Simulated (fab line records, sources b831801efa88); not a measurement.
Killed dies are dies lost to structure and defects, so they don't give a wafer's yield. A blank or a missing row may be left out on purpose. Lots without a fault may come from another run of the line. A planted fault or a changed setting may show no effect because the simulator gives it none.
Which tool did it? | flow sky130 | 12 lots, 36 wafers sampled, at 5 steps of a route of 708

WHAT THE GAUGES READ, wafer by wafer
SKY_VT_ADJUST_HVTP_CD_MEAS_07: target cd 380 nm. Usual: cd_nm 380.3 nm, standard deviation 2.7.
lot  | measured     | on        | cd_nm (nm)        | flag
L462 | day 6 15:02  | cd_sem-01 | 379.2 380.0 382.4 |
L463 | day 6 22:25  | cd_sem-01 | 378.5 380.1 379.4 |
L465 | day 7 10:11  | cd_sem-02 | 379.9 378.7 378.2 |
L466 | day 7 17:03  | cd_sem-02 | 375.2 376.7 375.2 |
L467 | day 8 02:34  | cd_sem-02 | 377.6 377.8 377.5 |
L468 | day 8 05:17  | cd_sem-01 | 381.1 380.1 380.2 |
L470 | day 8 15:13  | cd_sem-02 | 379.0 381.2 381.3 |
L474 | day 9 21:16  | cd_sem-01 | 378.8 377.4 379.1 |
L475 | day 9 23:15  | cd_sem-02 | 381.6 382.8 381.8 |
L476 | day 10 04:07 | cd_sem-01 | 378.6 378.7 380.5 |
L481 | day 11 16:16 | cd_sem-01 | 382.4 384.0 386.4 |
L483 | day 12 06:20 | cd_sem-01 | 382.9 381.1 382.1 |

SKY_VT_ADJUST_NCORE_OVL_MEAS_08. Usual: VT_ADJUST_NCORE_OVL 0.8 nm, standard deviation 1.4.
lot  | measured     | on         | VT_ADJUST_NCORE_OVL (nm) | flag
L462 | day 9 04:22  | overlay-01 | -1.0 -2.4 -2.6           |
L463 | day 9 13:22  | overlay-01 | 1.4 1.5 0.5              |
L465 | day 10 02:47 | overlay-01 | -0.1 0.7 1.4             |
L466 | day 10 09:46 | overlay-02 | 0.0 0.3 -0.1             |
L467 | day 10 20:31 | overlay-02 | 1.5 -0.2 3.1             |
L468 | day 11 00:37 | overlay-02 | 3.0 2.6 3.2              |
L470 | day 11 11:02 | overlay-01 | 0.8 0.5 -0.3             |
L474 | day 12 19:58 | overlay-02 | 1.2 1.2 1.0              |
L475 | day 12 22:55 | overlay-02 | 3.6 3.5 3.1              |
L476 | day 13 05:11 | overlay-01 | 1.9 -0.2 -0.2            |
L481 | day 14 21:46 | overlay-01 | 3.9 2.1 0.9              |
L483 | day 15 12:01 | overlay-01 | 0.8 -0.2 -0.8            |

SKY_VT_ADJUST_PCH_TW_MEAS_10. Usual: VT_ADJUST_PCH_TW 141.7, standard deviation 1.3.
lot  | measured     | on            | VT_ADJUST_PCH_TW  | flag
L462 | day 11 02:17 | film_metro-02 | 142.8 143.8 143.8 |
L463 | day 11 11:53 | film_metro-04 | 139.4 140.0 140.4 |
L465 | day 12 03:09 | film_metro-02 | 142.3 142.0 142.2 |
L466 | day 12 10:17 | film_metro-04 | 138.9 140.7 139.6 |
L467 | day 12 20:47 | film_metro-01 | 143.4 144.3 144.4 |
L468 | day 13 02:08 | film_metro-04 | 140.4 140.9 140.4 |
L470 | day 13 14:07 | film_metro-04 | 140.8 140.6 140.8 |
L474 | day 15 00:14 | film_metro-02 | 142.1 142.4 142.9 |
L475 | day 15 02:35 | film_metro-04 | 140.1 139.1 139.5 |
L476 | day 15 10:22 | film_metro-04 | 139.8 140.0 138.9 |
L481 | day 17 06:47 | film_metro-02 | 147.6 147.6 148.5 | OFF
L483 | day 17 21:34 | film_metro-01 | 146.6 146.4 146.7 | OFF

WHICH TOOL RAN EACH LOT (tool, then ch and the chambers of the sampled wafers, then the start)
lot  | SKY_VT_ADJUST_PCH_IMPLANT_08    | SKY_VT_ADJUST_PCH_STRIP_09
L462 | implanter-02 ch 0, day 11 02:02 | plasma_asher-03 ch 0, day 11 02:11
L463 | implanter-01 ch 0, day 11 11:38 | plasma_asher-01 ch 0,1, day 11 11:46
L465 | implanter-04 ch 0, day 12 02:56 | plasma_asher-02 ch 0,1, day 12 03:04
L466 | implanter-02 ch 0, day 12 10:02 | plasma_asher-02 ch 0,1, day 12 10:11
L467 | implanter-04 ch 0, day 12 20:34 | plasma_asher-03 ch 0,1, day 12 20:41
L468 | implanter-04 ch 0, day 13 01:53 | plasma_asher-01 ch 0, day 13 02:02
L470 | implanter-02 ch 0, day 13 13:55 | plasma_asher-03 ch 0,1, day 13 14:01
L474 | implanter-04 ch 0, day 14 23:59 | plasma_asher-03 ch 0,1, day 15 00:07
L475 | implanter-02 ch 0, day 15 02:20 | plasma_asher-01 ch 0,1, day 15 02:29
L476 | implanter-01 ch 0, day 15 10:10 | plasma_asher-01 ch 0,1, day 15 10:16
L481 | implanter-04 ch 0, day 17 06:34 | plasma_asher-03 ch 0,1, day 17 06:41
L483 | implanter-04 ch 0, day 17 21:19 | plasma_asher-02 ch 0,1, day 17 21:28
- SKY_VT_ADJUST_PCH_IMPLANT_08
- SKY_VT_ADJUST_PCH_STRIP_09: strips in O2/N2.

WHAT THE TOOLS THEMSELVES READ (means of the sampled wafers that have a number; where no wafer has one, the mark that the record gives instead)
SKY_VT_ADJUST_PCH_IMPLANT_08. Usual: beam_on_s 10.00 s, standard deviation 0.22; end_station_pressure_torr 5.04e-06 Torr, standard deviation 2.4e-07; faraday_current_uA 2.82, standard deviation 0.061.
lot  | tool         | beam_on_s (s) | end_station_pressure_torr (Torr) | faraday_current_uA | flag
L462 | implanter-02 | 10.11         | 5.05e-06                         | 2.80               |
L463 | implanter-01 | 10.11         | 4.96e-06                         | 2.79               |
L465 | implanter-04 | 10.05         | 5.14e-06                         | 2.81               |
L466 | implanter-02 | 10.00         | 5.28e-06                         | 2.82               |
L467 | implanter-04 | 10.07         | 5.09e-06                         | 2.80               |
L468 | implanter-04 | 10.01         | 4.82e-06                         | 2.82               |
L470 | implanter-02 | 9.91          | 5.27e-06                         | 2.84               |
L474 | implanter-04 | 9.98          | 4.96e-06                         | 2.82               |
L475 | implanter-02 | 10.05         | 5.19e-06                         | 2.80               |
L476 | implanter-01 | 9.92          | 5.11e-06                         | 2.84               |
L481 | implanter-04 | 11.61         | 8.02e-05                         | 2.40               | OFF
L483 | implanter-04 | 11.47         | 8.33e-05                         | 2.42               | OFF

SKY_VT_ADJUST_PCH_STRIP_09. Usual: drypump_motor_current_A 5.7 A, standard deviation 0.39; oes_product_au 0.723 a.u., standard deviation 0.0048; strip_time_to_endpoint_s 36.90 s, standard deviation 0.11.
lot  | tool            | drypump_motor_current_A (A) | oes_product_au (a.u.) | strip_time_to_endpoint_s (s) | flag
L462 | plasma_asher-03 | 6.1                         | 0.726                 | 36.90                        |
L463 | plasma_asher-01 | 5.6                         | 0.723                 | 37.13                        |
L465 | plasma_asher-02 | 5.1                         | 0.722                 | 36.82                        |
L466 | plasma_asher-02 | 5.2                         | 0.726                 | 36.96                        |
L467 | plasma_asher-03 | 6.1                         | 0.724                 | 36.95                        |
L468 | plasma_asher-01 | 5.9                         | 0.726                 | 36.80                        |
L470 | plasma_asher-03 | 6.1                         | 0.723                 | 36.88                        |
L474 | plasma_asher-03 | 6.1                         | 0.720                 | 36.91                        |
L475 | plasma_asher-01 | 5.7                         | 0.722                 | 36.87                        |
L476 | plasma_asher-01 | 5.6                         | 0.727                 | 36.74                        |
L481 | plasma_asher-03 | 6.0                         | 0.722                 | 37.00                        |
L483 | plasma_asher-02 | 5.1                         | 0.721                 | 37.07                        |

THE ANSWER, worked out from the rows above alone
Rule: a lot is off if the mean of its wafers that have a number lies more than 3 standard deviations from the usual mean. A lot without any number at a reading at which 4 lots or more have one is off too. The other lots that the step has rows for count as sound. The gauges are gone through in route order, then the tools' own readings, and for those a lot's mean is taken as printed above. The first step at which some lot is off is used, and at that step the reading that is off furthest; a lot without a number counts as furthest.
Off: L481, L483, at SKY_VT_ADJUST_PCH_TW_MEAS_10 (VT_ADJUST_PCH_TW).
A tool fits if, at a process step before that reading, it ran every lot that is off, and no sound lot after the first of them. The gauges at SKY_VT_ADJUST_PCH_TW_MEAS_10 aren't tried: what is off there is off at SKY_VT_ADJUST_PCH_IMPLANT_08 too, on other tools, and a gauge's error can't cause that. One fits: implanter-04 at SKY_VT_ADJUST_PCH_IMPLANT_08. Its last sound lot is L474 (day 14 23:59), its first lot that is off L481 (day 17 06:34): a fault that began between those two fits.
The tool's own readings at SKY_VT_ADJUST_PCH_IMPLANT_08 bear it out: on the lots that are off they differ by more than 5 times the standard deviation of the sound lots' means. beam_on_s reads 11.54 s there against 10.02 s on the sound lots; end_station_pressure_torr reads 8.18e-05 Torr there against 5.09e-06 Torr on the sound lots; faraday_current_uA reads 2.41 there against 2.81 on the sound lots.

WHAT THE SIMULATOR HAD PUT IN
Process parameter drift: implanter-04, from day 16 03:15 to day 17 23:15, at SKY_VT_ADJUST_PCH_IMPLANT_08. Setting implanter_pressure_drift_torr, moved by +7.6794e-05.
Process parameter drift: implanter-04, from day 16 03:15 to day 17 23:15, at SKY_VT_ADJUST_PCH_IMPLANT_08. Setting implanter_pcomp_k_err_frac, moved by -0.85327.
Lots struck among those shown: L481, L483. The rule above found the same.
